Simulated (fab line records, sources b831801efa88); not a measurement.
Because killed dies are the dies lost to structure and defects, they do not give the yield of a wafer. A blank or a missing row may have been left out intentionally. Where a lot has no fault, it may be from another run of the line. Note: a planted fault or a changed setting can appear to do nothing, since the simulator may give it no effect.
fab line records	flow gf180mcu
record: lots: 13	wafers: 39	last-day: 34
route steps=602 shown MVPSD@88 VT_IMPLANT@99 NWELL@137 SALICIDE@286 CONTACT@304
lots that met no fault: taken from a fault-free run of the same line
start-h: hours from the record's first day to the start of the lot's first wafer shown	wait-h: hours elapsed since this lot's preceding step	" same as the row above	L1.1+2: a row that stands for several wafers	- either no value or no given start	* or withheld: withheld	< > ~ a bound
route shown NAME@n: names a module that has steps shown in the file, with the first one's number in the route	usual: the fault-free wafers' mean and standard deviation	same: alike in all rows	chamber/n: place in a boat	sites: readings site by site	_std_site: how widely they spread, as a standard deviation	_edge_site: the outer-site mean with the inner-site mean subtracted	radius-mm: for every site, how far away it sits from the centre of the wafer	mask NAME#n: copy n	behind: the tool/chamber that last shaped the wafer	hold: the reason the lot was held/the length of the hold in hours/how it ended	device: names the non-switching transistor (n, p or np)	end of line: tests of these same wafers at the route's end	step lacking rows: just its recipe	killed: count of dies lost to structure and defects at first sort (not the wafer's yield)	map: shows each die of a wafer: x if killed, . if not, _ if none is there
set.NAME: setting as actually run; set.NAME@STEP: the setting as run at that earlier step	model.NAME: the simulator's own value behind a step, which no gauge read
the route's steps for a sample of lots (tables are steps, rows are wafers)
services: a tool's chamber out of use, with start hour (start-h, from the record's first day; less than 0 if before it), hours out, and reason
== steps ==
step: GF_MVPSD_STRIP_10
recipe: chemistry: O2/N2	power-w: 1400	pressure-mtorr: 1500	platen-temp-c: 250	o2-flow-sccm: 3000	n2-flow-sccm: 300	overash-fraction: 0.5
usual: drypump-motor-current-A: 5.8/0.43	heater-power-w: 356/24	oes-product-au: 0.723/0.0045	strip-time-to-endpoint-s: 36.91/0.089
same: overash-fraction: 0.5
lot.wafer	tool	chamber	start-h	wait-h	drypump-motor-current-A	heater-power-w	oes-product-au	rf-hours-counter-h	strip-time-to-endpoint-s
L546.1	plasma-asher-01	1	101.91	0.1	4.8	385	0.721	33	37.03
L546.5	"	0	"	"	5.9	376	0.722	-	37.04
L546.6	"	1	"	"	4.8	374	0.723	-	37.06
L547.1	plasma-asher-02	1	107.16	0.1	6.2	330	0.724	44	36.99
L547.4	"	1	"	"	6.2	328	0.717	-	36.92
L547.6	"	1	"	"	6.2	326	0.724	-	36.82
L548.1	plasma-asher-02	1	114.05	0.1	6.2	325	0.720	45	37.04
L548.5	"	1	"	"	6.2	324	0.721	-	36.83
L548.6	"	0	"	"	5.8	383	0.730	-	36.96
L549.1	plasma-asher-03	0	121.20	0.1	5.4	327	0.728	0	36.85
L549.4	"	1	"	"	6.0	369	0.729	-	36.83
L549.5	"	0	"	"	5.4	329	0.725	-	36.92
L551.1	plasma-asher-02	0	133.30	0.1	5.8	382	0.721	47	37.08
L551.4	"	1	"	"	6.3	324	0.725	-	36.93
L551.5	"	0	"	"	5.9	372	0.723	-	36.92
L552.1	plasma-asher-02	1	142.01	0.1	6.2	320	0.726	48	36.85
L552.2	"	0	"	"	5.8	380	0.720	48	36.95
L552.6	"	1	"	"	6.2	322	0.722	-	36.90
L555.2	plasma-asher-03	1	156.05	0.1	6.1	361	0.968	4	-
L555.4	"	1	"	"	6.0	368	0.966	-	-
L555.6	"	0	"	"	5.4	330	0.975	-	-
L562.1	plasma-asher-02	1	197.51	0.1	6.2	329	0.728	53	37.00
L562.2	"	0	"	"	5.8	376	0.719	53	37.03
L562.3	"	0	"	"	5.8	381	0.715	-	37.03
L564.2	plasma-asher-02	1	211.15	0.1	6.2	333	0.727	54	36.77
L564.4	"	0	"	"	5.8	367	0.723	-	36.93
L564.5	"	0	"	"	5.9	377	0.724	-	36.86
L565.1	plasma-asher-03	1	216.06	0.1	6.0	371	0.734	11	36.99
L565.2	"	0	"	"	5.4	321	0.723	11	37.01
L565.6	"	0	"	"	5.4	324	0.723	-	37.04
L566.1	plasma-asher-03	1	222.36	0.1	6.0	365	0.728	12	36.87
L566.4	"	0	"	"	5.5	336	0.717	-	36.91
L566.5	"	1	"	"	6.0	363	0.723	-	36.79
L567.1	plasma-asher-01	0	227.26	0.1	5.9	378	0.715	46	36.97
L567.4	"	0	"	"	5.9	371	0.723	-	36.95
L567.5	"	1	"	"	4.8	379	0.719	-	36.97
L568.1	plasma-asher-02	0	236.20	0.1	5.8	380	0.725	57	36.92
L568.2	"	1	"	"	6.2	325	0.721	57	36.96
L568.5	"	1	"	"	6.2	329	0.724	-	36.99
step: GF_VT_IMPLANT_STRIP_09
recipe: chemistry: O2/N2	power-w: 1400	pressure-mtorr: 1500	platen-temp-c: 250	o2-flow-sccm: 3000	n2-flow-sccm: 300	overash-fraction: 0.5
usual: drypump-motor-current-A: 5.6/0.47	heater-power-w: 350/26	oes-product-au: 0.716/0.0046	strip-time-to-endpoint-s: 12.655/0.03
same: overash-fraction: 0.5
lot.wafer	tool	chamber	start-h	wait-h	drypump-motor-current-A	heater-power-w	oes-product-au	rf-hours-counter-h	strip-time-to-endpoint-s
L546.1	plasma-asher-04	1	116.73	0.1	6.0	303	0.724	46	12.682
L546.5	"	1	"	"	6.0	310	0.711	-	12.699
L546.6	"	0	"	"	5.2	339	0.722	-	12.684
L547.1	plasma-asher-03	1	121.61	0.1	6.0	372	0.721	0	12.662
L547.4	"	1	"	"	6.0	366	0.720	-	12.682
L547.6	"	1	"	"	6.1	371	0.719	-	12.661
L548.1	plasma-asher-03	1	128.86	0.1	6.1	370	0.725	1	12.668
L548.5	"	1	"	"	6.0	370	0.712	-	12.695
L548.6	"	0	"	"	5.4	329	0.714	-	12.690
L549.1	plasma-asher-03	0	136.31	0.1	5.4	319	0.708	2	12.618
L549.4	"	0	"	"	5.4	326	0.715	-	12.651
L549.5	"	0	"	"	5.4	330	0.713	-	12.643
L551.1	plasma-asher-01	0	148.63	0.1	5.9	378	0.715	37	12.630
L551.4	"	1	"	"	4.7	375	0.718	-	12.641
L551.5	"	1	"	"	4.8	381	0.719	-	12.695
L552.1	plasma-asher-01	1	158.33	0.1	4.7	377	0.709	38	12.584
L552.2	"	0	"	"	5.9	381	0.720	38	12.593
L552.6	"	0	"	"	5.9	385	0.710	-	12.602
L555.2	plasma-asher-03	1	172.41	0.1	6.1	360	0.708	7	17.848
L555.4	"	0	"	"	5.4	326	0.718	-	17.820
L555.6	"	0	"	"	5.4	322	0.713	-	17.783
L562.1	plasma-asher-03	0	214.66	0.1	5.4	321	0.718	11	12.640
L562.2	"	1	"	"	6.1	364	0.721	11	12.685
L562.3	"	1	"	"	6.1	370	0.718	-	12.672
L564.2	plasma-asher-04	1	228.16	0.1	6.0	304	0.718	57	12.648
L564.4	"	0	"	"	5.2	351	0.714	-	12.640
L564.5	"	1	"	"	6.0	309	0.715	-	12.678
L565.1	plasma-asher-04	1	233.46	0.1	6.0	311	0.718	58	12.669
L565.2	"	0	"	"	5.2	343	0.715	58	12.640
L565.6	"	0	"	"	5.2	343	0.707	-	12.636
L566.1	plasma-asher-04	0	239.83	0.1	5.2	348	0.723	58	12.680
L566.4	"	0	"	"	5.2	346	0.711	-	12.669
L566.5	"	0	"	"	5.2	344	0.716	-	12.611
L567.1	plasma-asher-01	1	244.61	0.1	4.7	380	0.709	48	12.624
L567.4	"	1	"	"	4.7	362	0.717	-	12.657
L567.5	"	0	"	"	5.9	382	0.717	-	12.652
L568.1	plasma-asher-03	0	253.91	0.1	5.4	314	0.717	15	12.691
L568.2	"	1	"	"	6.1	368	0.719	15	12.679
L568.5	"	1	"	"	6.1	359	0.721	-	12.689
step: GF_VT_IMPLANT_TW_MEAS_10
usual: VT_IMPLANT_TW: 565/5.4
lot.wafer	tool	chamber	start-h	wait-h	VT_IMPLANT_TW
L546.1	film-metro-04	-	116.83	0.1	562
L546.5	"	-	"	"	563
L546.6	"	-	"	"	562
L547.1	film-metro-02	-	121.71	0.1	565
L547.4	"	-	"	"	563
L547.6	"	-	"	"	561
L548.1	film-metro-04	-	128.96	0.1	562
L548.5	"	-	"	"	565
L548.6	"	-	"	"	563
L549.1	film-metro-04	-	136.41	0.1	565
L549.4	"	-	"	"	564
L549.5	"	-	"	"	565
L551.1	film-metro-02	-	148.73	0.1	565
L551.4	"	-	"	"	565
L551.5	"	-	"	"	567
L552.1	film-metro-04	-	158.43	0.1	563
L552.2	"	-	"	"	562
L552.6	"	-	"	"	562
L555.2	film-metro-04	-	172.52	0.1	30
L555.4	"	-	"	"	30
L555.6	"	-	"	"	30
L562.1	film-metro-04	-	214.76	0.1	563
L562.2	"	-	"	"	565
L562.3	"	-	"	"	564
L564.2	film-metro-04	-	228.27	0.1	559
L564.4	"	-	"	"	561
L564.5	"	-	"	"	559
L565.1	film-metro-01	-	233.56	0.1	576
L565.2	"	-	"	"	574
L565.6	"	-	"	"	572
L566.1	film-metro-04	-	239.93	0.1	560
L566.4	"	-	"	"	559
L566.5	"	-	"	"	560
L567.1	film-metro-04	-	244.71	0.1	560
L567.4	"	-	"	"	560
L567.5	"	-	"	"	562
L568.1	film-metro-01	-	254.01	0.1	573
L568.2	"	-	"	"	574
L568.5	"	-	"	"	573
step: GF_VT_IMPLANT_RS_MEAS_47
recipe: thk-meas-gauge: four-point-probe
usual: NWELL_RS: 488.2/1.2
lot.wafer	tool	chamber	start-h	wait-h	NWELL_RS[ohm/sq]
L546.1	film-metro-03	-	162.86	0.1	488.6
L546.5	"	-	"	"	490.2
L546.6	"	-	"	"	488.9
L547.1	film-metro-01	-	169.94	0.1	488.0
L547.4	"	-	"	"	489.3
L547.6	"	-	"	"	487.6
L548.1	film-metro-03	-	177.40	0.1	486.0
L548.5	"	-	"	"	488.2
L548.6	"	-	"	"	487.3
L549.1	film-metro-01	-	184.76	0.1	489.5
L549.4	"	-	"	"	489.7
L549.5	"	-	"	"	488.2
L551.1	film-metro-03	-	199.05	0.1	491.0
L551.4	"	-	"	"	487.8
L551.5	"	-	"	"	489.8
L552.1	film-metro-01	-	208.67	0.1	491.0
L552.2	"	-	"	"	488.0
L552.6	"	-	"	"	487.2
L555.2	film-metro-04	-	224.62	0.1	489.5
L555.4	"	-	"	"	488.6
L555.6	"	-	"	"	489.0
L562.1	film-metro-04	-	268.56	0.1	488.5
L562.2	"	-	"	"	488.7
L562.3	"	-	"	"	486.5
L564.2	film-metro-03	-	284.52	0.1	486.8
L564.4	"	-	"	"	487.1
L564.5	"	-	"	"	487.3
L565.1	film-metro-04	-	290.40	0.1	485.2
L565.2	"	-	"	"	486.9
L565.6	"	-	"	"	487.0
L566.1	film-metro-04	-	298.16	0.1	490.6
L566.4	"	-	"	"	490.1
L566.5	"	-	"	"	489.4
L567.1	film-metro-04	-	303.99	0.1	487.4
L567.4	"	-	"	"	486.5
L567.5	"	-	"	"	487.5
L568.1	film-metro-03	-	315.00	0.1	488.3
L568.2	"	-	"	"	489.1
L568.5	"	-	"	"	488.6
step: GF_SALICIDE_RTA_08
recipe: temp-c: 800	time-s: 30	ambient: N2
usual: lamp-power-pct: 16.0/1.1	wafer_temp_C_max: 804.7/1.3
lot.wafer	tool	chamber	start-h	wait-h	lamp-power-pct	wafer_temp_C_max
L546.1	rtp-anneal-02	0	344.07	0.0	14.9	803.0
L546.5	"	0	"	"	14.9	803.8
L546.6	"	0	"	"	14.8	803.8
L547.1	rtp-anneal-01	0	352.56	0.0	17.0	807.8
L547.4	"	0	"	"	17.0	806.6
L547.6	"	0	"	"	17.0	803.9
L548.1	rtp-anneal-02	0	370.12	0.0	14.9	803.1
L548.5	"	0	"	"	14.9	804.3
L548.6	"	0	"	"	14.9	805.4
L549.1	rtp-anneal-01	0	378.93	0.0	17.0	808.3
L549.4	"	0	"	"	17.0	804.5
L549.5	"	0	"	"	17.0	805.7
L551.1	rtp-anneal-02	0	397.54	0.0	14.9	803.5
L551.4	"	0	"	"	14.9	803.9
L551.5	"	0	"	"	14.9	803.2
L552.1	rtp-anneal-01	0	410.38	0.0	17.0	805.0
L552.2	"	0	"	"	17.0	806.2
L552.6	"	0	"	"	17.0	805.9
L555.2	rtp-anneal-01	0	431.85	0.0	17.0	807.0
L555.4	"	0	"	"	17.0	806.3
L555.6	"	0	"	"	17.0	804.9
L562.1	rtp-anneal-01	0	482.35	0.0	17.0	806.0
L562.2	"	0	"	"	17.0	804.2
L562.3	"	0	"	"	17.0	805.9
L564.2	rtp-anneal-01	0	504.96	0.0	17.0	805.2
L564.4	"	0	"	"	17.0	806.7
L564.5	"	0	"	"	17.0	805.4
L565.1	rtp-anneal-01	0	510.02	0.0	17.0	805.4
L565.2	"	0	"	"	17.0	806.6
L565.6	"	0	"	"	17.0	805.7
L566.1	rtp-anneal-02	0	517.11	0.0	14.9	803.1
L566.4	"	0	"	"	14.9	804.4
L566.5	"	0	"	"	14.9	803.7
L567.1	rtp-anneal-02	0	525.34	0.0	14.9	803.2
L567.4	"	0	"	"	14.9	803.1
L567.5	"	0	"	"	14.9	804.8
L568.1	rtp-anneal-01	0	536.41	0.0	17.0	805.3
L568.2	"	0	"	"	17.0	806.7
L568.5	"	0	"	"	17.0	806.2
step: GF_CONTACT_ETCH_17
recipe: chemistry: C4F8/O2/Ar	mask-material: KrF	target: SiO2	stop-on: CoSi2	source-w: 1500	bias-w: 1200	pressure-mtorr: 40	c4f8-flow-sccm: withheld	O2_flow_sccm: 6	Ar_flow_sccm: 300	time-s: withheld	target-depth-a: 8600
usual: oes-product-au: 0.814/0.0044
lot.wafer	tool	chamber	start-h	wait-h	oes-product-au
L546.1	rie-diel-03	2	-	-	0.819
L546.5	"	0	"	"	0.822
L546.6	"	3	"	"	0.815
L547.1	rie-diel-03	2	-	-	0.816
L547.4	"	0	"	"	0.808
L547.6	"	2	"	"	0.810
L548.1	rie-diel-01	3	-	-	0.807
L548.5	"	2	"	"	0.815
L548.6	"	3	"	"	0.813
L549.1	rie-diel-03	1	-	-	0.809
L549.4	"	3	"	"	0.813
L549.5	"	2	"	"	0.813
L551.1	rie-diel-01	1	-	-	0.812
L551.4	"	3	"	"	0.808
L551.5	"	2	"	"	0.819
L552.1	rie-diel-01	1	-	-	0.813
L552.2	"	3	"	"	0.815
L552.6	"	3	"	"	0.823
L555.2	rie-diel-03	1	-	-	0.809
L555.4	"	3	"	"	0.827
L555.6	"	3	"	"	0.817
L562.1	rie-diel-01	2	-	-	0.810
L562.2	"	1	"	"	0.818
L562.3	"	3	"	"	0.803
L564.2	rie-diel-01	1	-	-	0.816
L564.4	"	0	"	"	0.816
L564.5	"	1	"	"	0.813
L565.1	rie-diel-02	2	-	-	0.816
L565.2	"	1	"	"	0.814
L565.6	"	1	"	"	0.815
L566.1	rie-diel-01	3	-	-	0.815
L566.4	"	0	"	"	0.816
L566.5	"	3	"	"	0.814
L567.1	rie-diel-01	3	-	-	0.810
L567.4	"	1	"	"	0.813
L567.5	"	2	"	"	0.808
L568.1	rie-diel-03	0	-	-	0.825
L568.2	"	3	"	"	0.807
L568.5	"	0	"	"	0.814
== services ==
tool	chamber	start-h	hours	kind
rie-diel-03	1	83.08	3.3	repair
plasma-asher-02	-	97.04	2.4	repair
plasma-asher-02	-	108.58	4.0	pm
plasma-asher-03	-	108.77	9.0	pm
plasma-asher-01	-	134.51	1.3	repair
plasma-asher-01	-	141.30	7.3	repair
plasma-asher-02	-	162.56	3.5	repair
plasma-asher-02	-	184.19	0.7	repair
rie-diel-01	2	188.60	9.0	repair
rie-diel-03	0	221.11	4.0	repair
rie-diel-01	-	254.02	0.4	repair
plasma-asher-02	-	292.39	0.9	repair
rie-diel-01	3	304.58	15.7	repair
rie-diel-03	3	316.94	5.5	repair
rie-diel-03	2	317.07	18.1	repair
rie-diel-01	3	346.27	7.2	repair
plasma-asher-03	-	347.28	2.8	pm
plasma-asher-01	-	369.06	4.0	pm
rtp-anneal-01	-	385.78	2.6	repair
plasma-asher-02	-	421.25	9.0	pm
plasma-asher-01	-	436.80	2.8	pm
rie-diel-03	2	437.11	21.1	repair
rie-diel-03	0	456.78	13.0	repair
plasma-asher-03	-	464.51	3.4	repair
== key ==
first-sign: step: GF_MVPSD_STRIP_10	reading: oes-product-au	direction: up	sigmas: 55	usual: 0.723	struck: 0.970
effect: step: GF_VT_IMPLANT_STRIP_09	reading: strip-time-to-endpoint-s	direction: up	sigmas: 99+	usual: *	struck: *
effect: step: GF_VT_IMPLANT_TW_MEAS_10	reading: VT_IMPLANT_TW	direction: down	sigmas: 99+	usual: 565	struck: 30
met-at GF_MVPSD_STRIP_10
struck-lots L555
sort-left-out L555.2,L555.4,L555.6
tester-left-out L555
not-acting-at GF_VT_IMPLANT_RS_MEAS_47,GF_SALICIDE_RTA_08,GF_CONTACT_ETCH_17
onset-between 121.20 156.05
fault: kind: strip-aborted	tool: plasma-asher-03	chamber: -	onset-h: 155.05	steps: GF_MVPSD_STRIP_10	offset: 0.42541	end-h: 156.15
tester-left-out: of these lots the tester's yield and bins aren't shown, on N5 and GAA mostly nor the transistor test; their killed dies are dies lost to structure and defects alone, not to doping, threshold or leakage, so they don't give the yield
sort-left-out: the simulated sort isn't trusted on such a fault, so these wafers' sort isn't shown, and their yield isn't known
